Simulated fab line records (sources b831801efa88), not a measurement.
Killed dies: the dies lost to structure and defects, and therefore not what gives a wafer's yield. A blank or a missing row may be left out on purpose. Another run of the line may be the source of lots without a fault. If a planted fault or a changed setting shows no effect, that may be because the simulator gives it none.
Struck lot and sound lot, side by side    flow sky130    35 steps out of a route of 708
Sound: the wafers L220.3, L220.4, L220.5. Struck: wafer L231.6 (left out: L231.2, L231.3 of the same lot, which were not struck); the cause appears at the end.
Each step with rows lists, per side, the tool, then ch with its chambers, then its first start. Under that, the readings that differ: sound wafers    struck wafers    difference of the means    sigmas: that difference in standard deviations of wafers without a fault.
alike: same words and numbers on both sides, and readings whose means sit less than 2 such deviations apart. not compared: any withheld reading, any reading some wafer has no value for, any bound like >300 that may hide the same value, and any number with overlapping values for which the record gives no deviation.
A row with sigmas, a row that says differs or no value, or rows on one side alone: a step with any of these is where the two part. Numbers that don't overlap but have no deviation are shown without sigmas and don't part them. Lack of a reading on every wafer of one side parts them only where that side has two or more wafers.

first, 10 steps without rows for these wafers: SKY_METAL1_HMDS_08 (prime time 60 s); SKY_METAL1_COAT_09 (resist thk 60 nm); SKY_METAL1_COAT_10 (resist thk 450 nm); SKY_METAL1_SOFTBAKE_11 (time 90 s); SKY_METAL1_EXPOSE_12 (exposes mask MM1, target cd 140 nm); SKY_METAL1_PEB_13; SKY_METAL1_DEVELOP_14 (develop time 60 s); SKY_METAL1_DESCUM_17 (chemistry O2, time 8 s); SKY_METAL1_ETCH_18 (etches BARC in N2/H2, stops on SiO2, time 45.9 s, target depth 60 nm); SKY_METAL1_METAL_ETCH_19 (etches the open film in Cl2/BCl3, stops on SiO2, target depth 360 nm, time 79.16 s).
SKY_METAL1_STRIP_20: strips in O2/N2.
  sound on plasma_asher-03 ch 0,1, day 32 18:50; struck on plasma_asher-03 ch 0, day 37 00:16
  alike: chamber_pressure_mTorr, drypump_motor_current_A, o2_flow_sccm, oes_product_au, strip_time_to_endpoint_s
  not compared: rf_hours_counter_h
then, 23 steps without rows for these wafers: SKY_METAL1_STRIP_21 (strips in post etch residue remover, time 1200 s); SKY_METAL1_CLEAN_22 (cleans in IPA, time 180 s); SKY_METAL1_CLEAN_23 (cleans in O3/DIW); SKY_VIA1_HDPCVD_00 (deposits SiO2, target thk 1030 nm, time 171.7 s); SKY_VIA1_CMP_02 (polishes SiO2); SKY_VIA1_DEHYDRATE_04 (time 60 s); SKY_VIA1_HMDS_05 (prime time 60 s); SKY_VIA1_COAT_06 (resist thk 60.62 nm); SKY_VIA1_COAT_07 (resist thk 450 nm); SKY_VIA1_SOFTBAKE_08 (time 90 s); SKY_VIA1_EXPOSE_09 (exposes mask VIM, target cd 150 nm); SKY_VIA1_PEB_10; SKY_VIA1_DEVELOP_11 (develop time 60 s); SKY_VIA1_ETCH_14 (etches BARC in N2/H2, stops on SiO2, time 45.9 s, target depth 60 nm); SKY_VIA1_ETCH_15 (etches SiO2 in C4F8/O2/Ar, stops on TiN, target depth 351 nm, time 54 s); SKY_VIA1_STRIP_16 (strips in O2/N2); SKY_VIA1_STRIP_17 (strips in post etch residue remover, time 1200 s); SKY_VIA1_CLEAN_18 (cleans in IPA, time 180 s); SKY_VIA1_CLEAN_19 (cleans in O3/DIW); SKY_VIA1_SPUTTER_20 (material TiN, target thk 20 nm, time 80 s); SKY_VIA1_CVD_21 (deposits W, target thk 270 nm, time 80.902 s); SKY_VIA1_CMP_24 (polishes, stops on SiO2, t overpolish 15 s, target thk 0 nm); SKY_METAL2_SPUTTER_00 (material Ti, target thk 15 nm, time 10 s).
-- the record jumps here: 12 days lie between the struck wafers' starts before and after (it left off in module METAL2 and takes up again in module PAD_OPEN, whose first step shown is number 708 of the route) --
SKY_PAD_OPEN_PROBE_99:
  struck on prober-02, day 49 01:47; sound on prober-01, day 45 21:17
reading                                sound               struck  difference  sigmas
defect_limited_yield (%)               83.7 83.5 86.6      76.2    -8.4        -4
killed_at_M0_to_M3                     43 28 40            58      +21         +3
killed_at_contacts                     21 19 14            33      +15         +3
killed_dies                            80 81 66            117     +41         +4
killed_short                           33 42 27            55      +21         +3
sort_bin_3_pad_short (%)               0.8 1.0 0.4         2.8     +2.1        +5
sort_bin_5_function (%)                9.1 8.9 7.9         13.4    +4.8        +3
sort_n_pass                            412 411 426         375     -41         -4
sort_yield_pct (%)                     83.7 83.5 86.6      76.2    -8.4        -4
model.etest.tester.sort_n_pass         412 411 426         375     -41         
model.etest.tester.sort_yield_pct (%)  83.74 83.54 86.59   76.22   -8.40       
model.etest.tester.sort_bin_5_pct (%)  9.146 8.943 7.927   13.41   +4.74       
model.etest.tester.sort_bin_3_pct (%)  0.813 1.016 0.4065  2.846   +2.101      
  alike: killed_at_M4_up, killed_at_front_end, killed_at_other, killed_open, sort_bin_6_memory

## WHERE THEY PART
Only at SKY_PAD_OPEN_PROBE_99, within this record.

WHY: what had been put in by the simulator
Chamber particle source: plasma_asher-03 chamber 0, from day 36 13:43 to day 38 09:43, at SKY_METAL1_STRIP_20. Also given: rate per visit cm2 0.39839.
